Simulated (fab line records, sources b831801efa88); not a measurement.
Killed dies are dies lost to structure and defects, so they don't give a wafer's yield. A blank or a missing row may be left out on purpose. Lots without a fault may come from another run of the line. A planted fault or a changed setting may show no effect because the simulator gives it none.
Which tool did it? | flow gf180mcu | 15 lots, 42 wafers sampled, at 1 step of a route of 602

WHAT THE GAUGES READ, wafer by wafer
GF_HV_LDD_OVL_MEAS_20. Usual: HV_LDD_01_OVL -1.3 nm, standard deviation 1.5.
lot  | measured     | on         | HV_LDD_01_OVL (nm) | flag
L807 | day 11 01:17 | overlay-01 | -2.0 -2.0 -1.1     |
L809 | day 11 10:27 | overlay-01 | -0.4 1.0 -1.7      |
L811 | day 11 22:36 | overlay-01 | -3.8 -3.7 -2.0     |
L810 | day 12 02:41 | overlay-01 | -2.8 -3.6 -3.8     |
L813 | day 12 16:29 | overlay-01 | -0.6 -1.1 -5.4     |
L814 | day 13 07:21 | overlay-02 | 1.1 -0.3 0.9       |
L815 | day 13 11:04 | overlay-02 | -3.1 -1.0 -1.7     |
L817 | day 14 00:35 | overlay-01 | -2.7 -3.0 -3.2     |
L818 | day 14 15:31 | overlay-02 | 1.4 0.8 1.8        |
L825 | day 16 11:20 | overlay-02 | 0.2 2.2            |
L824 | day 16 15:22 | overlay-02 | -0.5 -0.1          |
L826 | day 16 19:18 | overlay-02 | 1.3 0.1            |
L828 | day 17 11:07 | overlay-02 | -0.6 -0.7 -0.1     |
L829 | day 17 16:37 | overlay-01 | -0.8 0.4 2.6       |
L830 | day 17 20:04 | overlay-01 | -2.2 -2.2 -2.2     |

WHICH TOOL RAN EACH LOT (tool, then ch and the chambers of the sampled wafers, then the start)
The record holds no process step before these readings.

WHAT THE TOOLS THEMSELVES READ (means of the sampled wafers that have a number; where no wafer has one, the mark that the record gives instead)
The record holds no such reading with a usual standard deviation.

THE ANSWER, worked out from the rows above alone
Rule: a lot is off if the mean of its wafers that have a number lies more than 3 standard deviations from the usual mean. A lot without any number at a reading at which 4 lots or more have one is off too. The other lots that the step has rows for count as sound. The gauges are gone through in route order, then the tools' own readings, and for those a lot's mean is taken as printed above. The first step at which some lot is off is used, and at that step the reading that is off furthest; a lot without a number counts as furthest.
No lot is off at any reading shown: from this, nothing can be told.

WHAT THE SIMULATOR HAD PUT IN
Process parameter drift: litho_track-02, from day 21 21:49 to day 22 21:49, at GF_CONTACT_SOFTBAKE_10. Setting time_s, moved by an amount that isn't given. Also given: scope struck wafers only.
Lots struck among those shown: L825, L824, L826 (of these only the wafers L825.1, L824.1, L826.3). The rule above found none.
